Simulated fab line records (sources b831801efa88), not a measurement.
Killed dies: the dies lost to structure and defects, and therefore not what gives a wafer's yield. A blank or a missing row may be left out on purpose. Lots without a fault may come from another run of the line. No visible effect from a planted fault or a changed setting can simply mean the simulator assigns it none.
Matching of chambers | flow gf180mcu | 4 sister chambers for GF_CONTACT_CMP_04 on cmp-01
The step polishes SiO2. 4 wafers are shown with their chamber, then 7 later ones without.

== WAFERS WITH THEIR CHAMBER ==
wafer  | chamber | motorCurrentA (A)
L419.5 | 2       | 10.6
L418.4 | 1       | 14.4
L423.5 | 0       | 10.8
L423.6 | 3       | 11.9

== WAFERS WITH NO CHAMBER GIVEN ==
wafer  | motorCurrentA (A)
L428.4 | 11.6
L432.1 | 12.1
L432.5 | 10.4
L432.6 | 12.2
L433.1 | 14.7
L433.4 | 11.5
L433.5 | 10.8

== CHAMBER TAKEN BY EACH ==
wafer  | from the rows above          | in truth
L428.4 | can't be placed: 3 or 0      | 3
L432.1 | 3                            | 3
L432.5 | can't be placed: 2 or 0      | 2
L432.6 | 3                            | 3
L433.1 | 1                            | 1
L433.4 | can't be placed: 3 or 0 or 2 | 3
L433.5 | can't be placed: 0 or 2      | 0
Correctly placed: 3 of 7. These rows do not allow placing 4 (true chamber among the candidates in 4). Wrongly placed: 0.
How it was worked out, from the rows above alone: a wafer's distance from a chamber is the root of the sum, over the readings, of the square of ((its reading less the chamber's mean) divided by the reading's scatter). If the next closest chamber is less than 2 further off than the closest, the wafer can't be placed; otherwise it belongs to the closest. Each chamber's mean is taken over the wafers shown for it. The scatter: with one shown wafer a chamber, the root of the mean of the squares of how far each hidden wafer lies from its nearest shown one.
